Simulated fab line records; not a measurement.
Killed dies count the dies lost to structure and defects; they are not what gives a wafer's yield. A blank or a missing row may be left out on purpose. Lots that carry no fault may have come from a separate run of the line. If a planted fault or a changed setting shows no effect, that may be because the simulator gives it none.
8D (eight disciplines) problem report, filled in by code :: flow gf180mcu :: the parts of the form that need people (team, actions taken, sign-off) are left out

1. THE PROBLEM
PASSIVATION_CVD_00_THK at GF_PASSIVATION_THK_MEAS_01 reads a mean of 1320 nm on 1 wafer of 1 lot; wafers without a fault read 1005 nm with a standard deviation of 13. That puts it +24 standard deviations away from the usual mean.
Earliest sighting: wafer L403.4 on film_metro-02 at day 34 01:34. At this step, 38 wafers from 13 lots have a number in the record. The rule behind "out" and "out of limits": a value lying over 4 standard deviations away from the usual mean. The other wafers with a number count as sound.

2. WHAT IT IS; WHAT IT IS NOT
question: which readings at this step
is: PASSIVATION_CVD_00_THK
is not: -

question: which lots
is: L403
is not: L382, L383, L384, L385, L387, L388, L389, L390, L391, L392, L393, L394

question: which wafers of those lots
is: L403.4
is not: L403.6

question: read on which gauges
is: film_metro-02
is not: film_metro-03, film_metro-04

question: when
is: from day 34 01:34
is not: up to then (37 sound wafers)

3. SUSPECTS, AND WHAT RULES EACH OUT
Counting: any tool at a process step up to the reading remains a suspect provided it ran every lot that is out. Sound lots after the first of them don't rule it out here, since some wafers of a struck lot are sound.
- the gauge at GF_PASSIVATION_THK_MEAS_01: ruled out. All the wafers that are out were read on film_metro-02, but those of them that GF_PASSIVATION_CVD_00 has rows for are out there too, on other tools.
- pvd_sputter-01 at GF_M3_SPUTTER_00 (material Ti, target thk 37.5 nm, time 150 s): kept. L403, the lot that is out, went through it at day 27 17:33; up to then, the latest sound lot through it was L394 at day 24 14:17.
- pvd_sputter-04 at GF_V4_SPUTTER_22 (material TiN, target thk 10 nm, time 40 s): kept. L403, the lot that is out, went through it at day 31 02:13; up to then, the latest sound lot through it was L391 at day 27 13:05.
- pecvd-03 at GF_PASSIVATION_CVD_00 (deposits SiO2 from TEOS, target thk 1000 nm, time 111.95 s): kept. L403, the lot that is out, went through it at day 34 01:30; up to then, the latest sound lot through it was L392 at day 31 03:32. On those wafers its own readings are out: run_length_s.
- The sound lot-mates ran in chamber 0 of pecvd-03 at GF_PASSIVATION_CVD_00, but the wafers that are out ran in chamber 1.
Still standing after the count: pvd_sputter-01 at GF_M3_SPUTTER_00, pvd_sputter-04 at GF_V4_SPUTTER_22, pecvd-03 at GF_PASSIVATION_CVD_00.

4. THE CAUSE (what the simulator had put in)
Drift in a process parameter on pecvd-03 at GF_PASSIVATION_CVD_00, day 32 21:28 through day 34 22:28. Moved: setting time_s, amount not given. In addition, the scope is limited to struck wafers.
Counting leaves 3 suspects; this tool is one of them.

5. THE CHAIN OF EFFECTS, in route order
One row per reading whose mean, taken over the struck wafers that have a number, lies over 3 standard deviations from the usual. Only readings whose record carries a usual standard deviation are examined. hours: median over the lots of the time between each lot's start at the first step of this table that gives one and its start at this step. sigmas: the change, counted in usual standard deviations.
hours: 0
step: GF_PASSIVATION_CVD_00
reading: run_length_s
usual: 140.0 s
on struck wafers: 171.0
change: +31.0
sigmas: +70

hours: 0
step: GF_PASSIVATION_THK_MEAS_01
reading: PASSIVATION_CVD_00_THK
usual: 1005 nm
on struck wafers: 1320
change: +315
sigmas: +24
Here are the process steps it includes:
- GF_PASSIVATION_CVD_00: deposits SiO2 from TEOS, target thk 1000 nm, time 111.95 s.

6. HOW IT WOULD HAVE BEEN CAUGHT EARLIER
Counted from the fault's start at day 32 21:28, it took 28 hours until the first out-of-limits reading at a measuring or inspecting step in this record, taken at day 34 01:34.
Tool's own readings at GF_PASSIVATION_CVD_00, run_length_s: out on all struck wafers the step has rows for; an alarm limit on them would have tripped on the first.
Each of the lots that are out, 1 in all, had begun GF_PASSIVATION_CVD_00 on pecvd-03 no later than day 34 01:34. None of them would have been spared by holding the tool at that moment.
